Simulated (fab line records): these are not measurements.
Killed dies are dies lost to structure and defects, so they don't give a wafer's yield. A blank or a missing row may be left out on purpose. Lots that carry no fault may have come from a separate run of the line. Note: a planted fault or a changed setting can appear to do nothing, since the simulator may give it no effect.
Lot-split experiment    flow gf180mcu    on a route of 602 steps: 5 lots, 23 wafers read

## SPLIT DETAILS
At GF_DNWELL_COAT_02 (resist thk 3000 nm), the setting resist_thk_nm was moved away from the recipe's 3000 nm on 8 of the 23 wafers read, by +3.0% to +4.8%. For the rest of the wafers, this setting stayed at what the recipe calls for.

The reading is taken at the split's own step.

## THE READING
coat_of_DNWELL_COAT_02.thk_nm (the simulator's own value, which no gauge read), in nm, at GF_DNWELL_COAT_02 (resist thk 3000 nm). The file does not state a usual value for it. Across the 15 wafers here that went through the recipe, the average is 3008 nm and the standard deviation 9.2 nm.

wafer   tool, chamber at the split  resist_thk_nm as run, nm  against the recipe  coat_of_DNWELL_COAT_02.thk_nm, nm  against lot-mates on the recipe
L076.1  litho_track-01, 0           3143                      +4.8%               3153                               +139
L076.2  litho_track-01, 0           3000                      recipe              3015                               -
L076.3  litho_track-01, 0           3000                      recipe              3013                               -
L076.5  litho_track-01, 0           3143                      +4.8%               3150                               +136
L076.6  litho_track-01, 0           3143                      +4.8%               3150                               +136
L078.1  litho_track-02, 0           3000                      recipe              3003                               -
L078.2  litho_track-02, 0           3000                      recipe              3014                               -
L078.3  litho_track-02, 0           3000                      recipe              3019                               -
L078.6  litho_track-02, 0           3000                      recipe              3019                               -
L078.4  litho_track-02, 0           3000                      recipe              3023                               -
L081.1  litho_track-03, 0           3000                      recipe              2997                               -
L081.2  litho_track-03, 0           3089                      +3.0%               3084                               +88
L081.3  litho_track-03, 0           3089                      +3.0%               3085                               +90
L081.4  litho_track-03, 0           3089                      +3.0%               3094                               +98
L081.6  litho_track-03, 0           3000                      recipe              2994                               -
L080.1  litho_track-01, 0           3000                      recipe              3005                               -
L080.3  litho_track-01, 0           3000                      recipe              2991                               -
L080.5  litho_track-01, 0           3000                      recipe              3004                               -
L085.1  litho_track-02, 0           3000                      recipe              3008                               -
L085.2  litho_track-02, 0           3094                      +3.1%               3108                               +98
L085.3  litho_track-02, 0           3000                      recipe              3014                               -
L085.5  litho_track-02, 0           3000                      recipe              3007                               -
L085.6  litho_track-02, 0           3094                      +3.1%               3107                               +97

THE FIT
A straight line over all 23 wafers: coat_of_DNWELL_COAT_02.thk_nm changes by +29.5 nm for each +1% of resist_thk_nm; r = +0.99; the points scatter about the line by 8.8 nm.
The same after taking each lot's own level away (the mean of its wafers on the recipe; 23 wafers): +29.6 nm for each +1%; r = +1.00; scatter 5.4 nm.
Per that fit: largest resist_thk_nm move, reading shift of 1.4e+02 nm.
The span of the lots' own levels, 2995.5 to 3015.6 nm, comes to 2.2 times the standard deviation stated above.
Hence the lot-to-lot level has little effect on the slope; both slopes agree.
Check: for one of the wafers moved furthest among these (+4.8%), held out of the fit, the line's prediction against its lot-mates is +142 nm. It came out at +139 nm against them.

## OTHER SPLITS ON THESE WAFERS
Other splits were also applied to these wafers ahead of the reading. Each is held against what the fit with the lots' levels taken away leaves over:
other split on the same wafers  wafers away from the commonest value  r with coat_of_DNWELL_COAT_02.thk_nm (lot level and that fit taken away)
GF_STI_OXIDATION_01 temp_c      18                                    -0.10

## THE WHOLE CHAIN: every reading that the file lists as answering this split, in the file's order
step                what it does        reading                                                                         change (the file's fit)               r (the file's)
GF_DNWELL_COAT_02   resist thk 3000 nm  coat_of_DNWELL_COAT_02.thk_nm (the simulator's own value, which no gauge read)  +29.8 nm for each +1% of the setting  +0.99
GF_DNWELL_STRIP_08  strips in O2/N2     strip_time_to_endpoint_s                                                        withheld for each +1% of the setting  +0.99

## THE FILE'S OWN FIT
coat_of_DNWELL_COAT_02.thk_nm changes by +29.8 nm for each +1% of resist_thk_nm, r = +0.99.
